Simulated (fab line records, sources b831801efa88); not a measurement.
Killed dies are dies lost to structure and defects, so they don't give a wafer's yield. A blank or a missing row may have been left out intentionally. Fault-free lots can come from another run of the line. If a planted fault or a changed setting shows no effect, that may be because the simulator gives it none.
fab line records + flow sky130
record:
- lots: 14
- wafers: 42
- last-day: 50
route steps=708 shown SD_N@350 CONTACT@418 METAL1@435
lots that met no fault: from a run of the same line without faults
start-h: start of the lot's first displayed wafer, in hours after the record's first day + wait-h: how many hours have passed since the lot's step before this one + " the same as in the row above + L1.1+2: a row that stands for several wafers + - either no value or no given start + * or withheld: withheld + < > ~ a bound
route shown NAME@n: a module of which the file shows steps, and the number in the route of the first + usual: the fault-free wafers' mean and standard deviation + same: alike in all rows + chamber/n: place in a boat + sites: per-site readings + _std_site: how widely they spread, as a standard deviation + _edge_site: inner sites' mean taken away from outer sites' mean + radius-mm: for every site, how far away it sits from the centre of the wafer + mask NAME#n: copy n + behind: the last tool/chamber to shape the wafer + hold: cause of the lot's hold/its duration in hours/its outcome + device: the transistor (n, p or np) that didn't switch + end of line: at the end of the route, the tests of the same wafers + a step without rows: its recipe alone + killed: at the first sort, the dies lost to defects and structure; wafer yield is something else + map: a wafer's dies, x killed, . not, _ none there
set.NAME: the setting the step ran with; set.NAME@STEP: the setting that earlier step ran with + model.NAME: the simulator's own value behind a step, which no gauge read
steps of the route over a sample of lots; a table a step, a row a wafer
services: from which hour (start-h, from the record's first day; less than 0 if before it) a tool's chamber was out of use, for how many hours, and why
== steps ==
step: SKY_SD_N_OVL_MEAS_08
usual:
- SD_N_OVL: 1.0/1.3
| lot.wafer | tool       | chamber | start-h | wait-h | SD_N_OVL[nm] |
|-----------|------------|---------|---------|--------|--------------|
| L493.1    | overlay-02 | -       | 643.98  | 0.1    | 0.1          |
| L493.2    | "          | -       | "       | "      | 1.1          |
| L493.5    | "          | -       | "       | "      | 2.2          |
| L496.1    | overlay-02 | -       | 663.48  | 0.1    | 0.0          |
| L496.2    | "          | -       | "       | "      | -1.0         |
| L496.5    | "          | -       | "       | "      | -1.0         |
| L501.1    | overlay-01 | -       | 724.91  | 0.1    | -0.2         |
| L501.3    | "          | -       | "       | "      | 1.3          |
| L501.6    | "          | -       | "       | "      | 0.2          |
| L502.1    | overlay-01 | -       | 729.56  | 0.1    | 0.5          |
| L502.5    | "          | -       | "       | "      | 2.5          |
| L502.6    | "          | -       | "       | "      | 1.3          |
| L506.1    | overlay-02 | -       | 761.26  | 0.1    | -1.5         |
| L506.3    | "          | -       | "       | "      | 1.2          |
| L506.5    | "          | -       | "       | "      | 2.4          |
| L507.1    | overlay-02 | -       | 764.54  | 0.1    | 0.6          |
| L507.2    | "          | -       | "       | "      | 1.6          |
| L507.5    | "          | -       | "       | "      | -0.6         |
| L508.1    | overlay-01 | -       | 769.04  | 0.1    | 0.2          |
| L508.5    | "          | -       | "       | "      | 0.4          |
| L508.6    | "          | -       | "       | "      | 0.4          |
| L509.1    | overlay-01 | -       | 782.23  | 0.1    | 0.2          |
| L509.2    | "          | -       | "       | "      | 1.4          |
| L509.4    | "          | -       | "       | "      | 1.3          |
| L510.2    | overlay-02 | -       | 786.84  | 0.1    | -1.4         |
| L510.4    | "          | -       | "       | "      | 0.9          |
| L510.6    | "          | -       | "       | "      | 1.3          |
| L511.2    | overlay-02 | -       | 792.89  | 0.1    | 0.6          |
| L511.3    | "          | -       | "       | "      | 3.6          |
| L511.4    | "          | -       | "       | "      | 1.1          |
| L512.3    | overlay-02 | -       | 798.16  | 0.1    | 0.7          |
| L512.4    | "          | -       | "       | "      | 0.2          |
| L512.5    | "          | -       | "       | "      | 0.6          |
| L514.1    | overlay-02 | -       | 811.33  | 0.1    | -0.2         |
| L514.4    | "          | -       | "       | "      | 1.0          |
| L514.5    | "          | -       | "       | "      | 0.6          |
| L515.2    | overlay-02 | -       | 819.64  | 0.1    | 2.3          |
| L515.4    | "          | -       | "       | "      | 2.0          |
| L515.5    | "          | -       | "       | "      | 0.4          |
| L516.3    | overlay-01 | -       | 823.51  | 0.1    | 2.1          |
| L516.4    | "          | -       | "       | "      | 0.6          |
| L516.6    | "          | -       | "       | "      | 0.6          |
step: SKY_CONTACT_PEB_12
recipe:
- peb-temp-c: withheld
- peb-time-s: withheld
- resist: KrF-thick
usual:
- chill-plate-temp-C: *
- exhaust-pa: 45.0/0.93
| lot.wafer | tool           | chamber | start-h | wait-h | chill-plate-temp-C | exhaust-pa |
|-----------|----------------|---------|---------|--------|--------------------|------------|
| L493.1    | litho-track-04 | 0       | 731     | -      | *                  | 44.4       |
| L493.2    | "              | 0       | "       | "      | *                  | 45.2       |
| L493.5    | "              | 0       | "       | "      | *                  | 44.8       |
| L496.1    | litho-track-04 | 0       | 751     | -      | *                  | 45.6       |
| L496.2    | "              | 0       | "       | "      | *                  | 43.9       |
| L496.5    | "              | 0       | "       | "      | *                  | 46.4       |
| L501.1    | litho-track-01 | -       | 810     | -      | -                  | -          |
| L501.3    | "              | -       | "       | "      | -                  | -          |
| L501.6    | "              | -       | "       | "      | -                  | -          |
| L502.1    | litho-track-04 | -       | 813     | -      | -                  | -          |
| L502.5    | "              | -       | "       | "      | -                  | -          |
| L502.6    | "              | -       | "       | "      | -                  | -          |
| L506.1    | litho-track-01 | 0       | 844     | -      | *                  | 45.4       |
| L506.3    | "              | 0       | "       | "      | *                  | 45.7       |
| L506.5    | "              | 0       | "       | "      | *                  | 45.9       |
| L507.1    | litho-track-04 | 0       | 847     | -      | *                  | 44.5       |
| L507.2    | "              | 0       | "       | "      | *                  | 44.7       |
| L507.5    | "              | 0       | "       | "      | *                  | 45.0       |
| L508.1    | litho-track-02 | 0       | 853     | -      | *                  | 45.3       |
| L508.5    | "              | 0       | "       | "      | *                  | 44.8       |
| L508.6    | "              | 0       | "       | "      | *                  | 45.0       |
| L509.1    | litho-track-01 | 0       | 865     | -      | *                  | 46.2       |
| L509.2    | "              | 0       | "       | "      | *                  | 44.0       |
| L509.4    | "              | 0       | "       | "      | *                  | 44.4       |
| L510.2    | litho-track-01 | 0       | 870     | -      | *                  | 45.2       |
| L510.4    | "              | 0       | "       | "      | *                  | 45.9       |
| L510.6    | "              | 0       | "       | "      | *                  | 44.7       |
| L511.2    | litho-track-02 | 0       | 876     | -      | *                  | 45.1       |
| L511.3    | "              | 0       | "       | "      | *                  | 45.1       |
| L511.4    | "              | 0       | "       | "      | *                  | 44.9       |
| L512.3    | litho-track-02 | 0       | 881     | -      | *                  | 43.2       |
| L512.4    | "              | 0       | "       | "      | *                  | 44.8       |
| L512.5    | "              | 0       | "       | "      | *                  | 44.5       |
| L514.1    | litho-track-04 | 0       | 893     | -      | *                  | 44.6       |
| L514.4    | "              | 0       | "       | "      | *                  | 45.2       |
| L514.5    | "              | 0       | "       | "      | *                  | 44.4       |
| L515.2    | litho-track-02 | 0       | 901     | -      | *                  | 43.1       |
| L515.4    | "              | 0       | "       | "      | *                  | 44.7       |
| L515.5    | "              | 0       | "       | "      | *                  | 43.9       |
| L516.3    | litho-track-04 | 0       | 904     | -      | *                  | 45.4       |
| L516.4    | "              | 0       | "       | "      | *                  | 44.2       |
| L516.6    | "              | 0       | "       | "      | *                  | 43.9       |
step: SKY_CONTACT_CD_MEAS_14
recipe:
- target-cd-nm: 170
usual:
- cd-nm: 169.9/1.6
| lot.wafer | tool      | chamber | start-h | wait-h | cd-nm |
|-----------|-----------|---------|---------|--------|-------|
| L493.1    | cd-sem-01 | -       | 731.89  | -      | 170.6 |
| L493.2    | "         | -       | "       | "      | 170.6 |
| L493.5    | "         | -       | "       | "      | 170.1 |
| L496.1    | cd-sem-02 | -       | 751.49  | -      | 170.6 |
| L496.2    | "         | -       | "       | "      | 170.7 |
| L496.5    | "         | -       | "       | "      | 172.2 |
| L501.1    | cd-sem-01 | -       | 810.64  | -      | -     |
| L501.3    | "         | -       | "       | "      | -     |
| L501.6    | "         | -       | "       | "      | -     |
| L502.1    | cd-sem-01 | -       | 813.94  | -      | -     |
| L502.5    | "         | -       | "       | "      | -     |
| L502.6    | "         | -       | "       | "      | -     |
| L506.1    | cd-sem-02 | -       | 844.64  | -      | 170.0 |
| L506.3    | "         | -       | "       | "      | 170.2 |
| L506.5    | "         | -       | "       | "      | 168.0 |
| L507.1    | cd-sem-02 | -       | 847.99  | -      | 168.5 |
| L507.2    | "         | -       | "       | "      | 169.8 |
| L507.5    | "         | -       | "       | "      | 170.2 |
| L508.1    | cd-sem-01 | -       | 853.86  | -      | 170.2 |
| L508.5    | "         | -       | "       | "      | 171.3 |
| L508.6    | "         | -       | "       | "      | 170.7 |
| L509.1    | cd-sem-02 | -       | 865.44  | -      | 170.4 |
| L509.2    | "         | -       | "       | "      | 170.1 |
| L509.4    | "         | -       | "       | "      | 168.9 |
| L510.2    | cd-sem-02 | -       | 870.96  | -      | 166.4 |
| L510.4    | "         | -       | "       | "      | 167.1 |
| L510.6    | "         | -       | "       | "      | 167.9 |
| L511.2    | cd-sem-01 | -       | 877.08  | -      | 171.2 |
| L511.3    | "         | -       | "       | "      | 171.9 |
| L511.4    | "         | -       | "       | "      | 172.3 |
| L512.3    | cd-sem-02 | -       | 881.70  | -      | 169.4 |
| L512.4    | "         | -       | "       | "      | 171.5 |
| L512.5    | "         | -       | "       | "      | 170.6 |
| L514.1    | cd-sem-02 | -       | 893.69  | -      | 168.6 |
| L514.4    | "         | -       | "       | "      | 167.4 |
| L514.5    | "         | -       | "       | "      | 166.2 |
| L515.2    | cd-sem-01 | -       | 902.08  | -      | 168.4 |
| L515.4    | "         | -       | "       | "      | 169.2 |
| L515.5    | "         | -       | "       | "      | 167.1 |
| L516.3    | cd-sem-01 | -       | 904.58  | -      | 170.1 |
| L516.4    | "         | -       | "       | "      | 169.6 |
| L516.6    | "         | -       | "       | "      | 169.3 |
step: SKY_METAL1_SPUTTER_01
recipe:
- material: TiN
- target-thk-nm: 20
- power-w: 6500
- time-s: 16.7
- chamber-pressure-pa: 0.4
usual:
- throttle-valve-pct: 30.1/0.63
| lot.wafer | tool           | chamber | start-h | wait-h | throttle-valve-pct |
|-----------|----------------|---------|---------|--------|--------------------|
| L493.1    | pvd-sputter-02 | -       | 733.48  | 0.0    | 29.4               |
| L493.2    | "              | -       | "       | "      | 29.8               |
| L493.5    | "              | -       | "       | "      | 31.2               |
| L496.1    | pvd-sputter-02 | -       | 753.09  | 0.0    | 29.6               |
| L496.2    | "              | -       | "       | "      | 30.1               |
| L496.5    | "              | -       | "       | "      | 29.6               |
| L506.1    | pvd-sputter-02 | -       | 846.19  | 0.0    | 29.5               |
| L506.3    | "              | -       | "       | "      | 29.5               |
| L506.5    | "              | -       | "       | "      | 29.1               |
| L507.1    | pvd-sputter-02 | -       | 849.55  | 0.0    | 29.7               |
| L507.2    | "              | -       | "       | "      | 29.9               |
| L507.5    | "              | -       | "       | "      | 31.4               |
| L508.1    | pvd-sputter-04 | -       | 855.42  | 0.0    | 30.0               |
| L508.5    | "              | -       | "       | "      | 30.2               |
| L508.6    | "              | -       | "       | "      | 29.6               |
| L509.1    | pvd-sputter-04 | -       | 866.99  | 0.0    | 30.8               |
| L509.2    | "              | -       | "       | "      | 30.6               |
| L509.4    | "              | -       | "       | "      | 30.0               |
| L510.2    | pvd-sputter-02 | -       | 872.49  | 0.0    | 29.4               |
| L510.4    | "              | -       | "       | "      | 29.6               |
| L510.6    | "              | -       | "       | "      | 30.0               |
| L511.2    | pvd-sputter-02 | -       | 878.62  | 0.0    | 29.8               |
| L511.3    | "              | -       | "       | "      | 30.0               |
| L511.4    | "              | -       | "       | "      | 29.1               |
| L512.3    | pvd-sputter-02 | -       | 883.25  | 0.0    | 31.3               |
| L512.4    | "              | -       | "       | "      | 30.1               |
| L512.5    | "              | -       | "       | "      | 29.6               |
| L514.1    | pvd-sputter-02 | -       | 895.25  | 0.0    | 29.5               |
| L514.4    | "              | -       | "       | "      | 31.2               |
| L514.5    | "              | -       | "       | "      | 31.2               |
| L515.2    | pvd-sputter-04 | -       | 903.62  | 0.0    | 29.8               |
| L515.4    | "              | -       | "       | "      | 30.6               |
| L515.5    | "              | -       | "       | "      | 30.8               |
| L516.3    | pvd-sputter-04 | -       | 906.11  | 0.0    | 29.9               |
| L516.4    | "              | -       | "       | "      | 29.8               |
| L516.6    | "              | -       | "       | "      | 29.9               |
== services ==
| tool           | chamber | start-h | hours | kind   |
|----------------|---------|---------|-------|--------|
| pvd-sputter-04 | -       | 775.92  | 5.5   | repair |
| pvd-sputter-04 | -       | 816.93  | 2.1   | repair |
| pvd-sputter-02 | -       | 832.51  | 12.7  | repair |
== key ==
first-sign:
- step: SKY_CONTACT_PEB_12
- reading: tool-record
- direction: missing
effect none on later readings
met-at SKY_CONTACT_PEB_12
struck-lots L501,L502
later-rows-left-out L501.1,L501.3,L501.6,L502.1,L502.5,L502.6
sort-left-out L501.1,L501.3,L501.6,L502.1,L502.5,L502.6
tester-left-out L501,L502
not-acting-at SKY_SD_N_OVL_MEAS_08,SKY_CONTACT_CD_MEAS_14,SKY_METAL1_SPUTTER_01
onset-between 751 810
fault:
- kind: skipped-step-whole
- tool: litho-track-01,litho-track-04
- chamber: -
- onset-h: 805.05
- steps: SKY_CONTACT_PEB_12
- scope: struck-lots-only
tester-left-out: of these lots the tester's yield and bins aren't shown, on N5 and GAA mostly nor the transistor test; their killed dies are dies lost to structure and defects alone, not to doping, threshold or leakage, so they don't give the yield
sort-left-out: the simulated sort isn't trusted on such a fault, so these wafers' sort isn't shown, and their yield isn't known
later-rows-left-out: the simulator's readings of these wafers behind a module that went badly wrong aren't trusted and aren't shown, but for the sort
